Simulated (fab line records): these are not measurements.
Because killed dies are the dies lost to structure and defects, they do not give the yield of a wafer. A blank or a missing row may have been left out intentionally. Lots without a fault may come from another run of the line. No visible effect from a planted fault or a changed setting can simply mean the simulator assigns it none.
8D (eight disciplines) problem report, filled in by code	flow gf180mcu	the parts of the form that need people (team, actions taken, sign-off) are left out

1. THE ISSUE
At GF_PSD_DEVELOP_06, developer_temp_C averages 25.29 C over 6 wafers from 2 lots, while fault-free wafers read 22.99 C, standard deviation 0.11. Relative to the usual mean, that is a shift of +21 standard deviations.
The step: develop time 60 s.
First seen on wafer L881.1, day 19 09:35, on litho_track-04. Wafers with a number at this step in the record: 39, from 13 lots. By rule, "out" or "out of limits" means more than 4 standard deviations away from the usual mean. All remaining wafers that have a number are taken as sound.

2. WHAT IT IS; WHAT IT IS NOT
question	is	is not
which readings at this step	developer_temp_C	-
which lots	L881, L882	L868, L869, L872, L873, L874, L877, L878, L880, L885, L888, L889
which wafers of those lots	all that have a number	-
read on which tools	litho_track-04	litho_track-01, litho_track-03
when	from day 19 09:35	up to then (24 sound wafers); but 9 sound wafers of L885, L888, L889 came after

3. THE SUSPECTS, EACH WITH WHAT RULES IT OUT
Counting: any tool at a process step up to the reading is kept as a suspect provided that every lot that is out went through it and no sound lot did after the first of them.
- litho_track-04 at GF_PSD_DEVELOP_06 (develop time 60 s): kept. It ran every lot that is out, first L881 (day 19 09:35), and no sound lot after that; its last sound lot up to then is L878 (day 18 16:25). Its own developer_temp_C readings are out on those wafers.
The count leaves litho_track-04 at GF_PSD_DEVELOP_06.

4. THE CAUSE (what the simulator had put in)
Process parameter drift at GF_PSD_DEVELOP_06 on litho_track-04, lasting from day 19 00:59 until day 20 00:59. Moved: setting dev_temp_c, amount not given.
The count eliminated every tool but this one.

5. THE EFFECT CHAIN, in route order
Each row: a reading whose mean over the struck wafers that have a number lies more than 3 standard deviations from the usual. Readings are gone through only where the record gives a usual standard deviation; hours: the median, over the lots, of the time from a lot's start at the first step in this table giving one to that lot's start at this step; sigmas: the change measured in usual standard deviations.
hours	step	reading	usual	on struck wafers	change	sigmas
0	GF_PSD_DEVELOP_06	developer_temp_C	22.99 C	25.29	+2.30	+21
Process steps it contains:
- GF_PSD_DEVELOP_06: develop time 60 s.
At these later measuring or inspecting steps, every struck wafer for which the step has a row has a number for every such reading, and none has moved that far: GF_PSD_CD_MEAS_07, GF_SALICIDE_RS_MEAS_04, GF_CONTACT_BOW_MEAS_05.

6. HOW IT WOULD HAVE BEEN CAUGHT EARLIER
In this record the first reading out of limits was taken at day 19 09:35, 9 hours after the fault began at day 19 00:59.
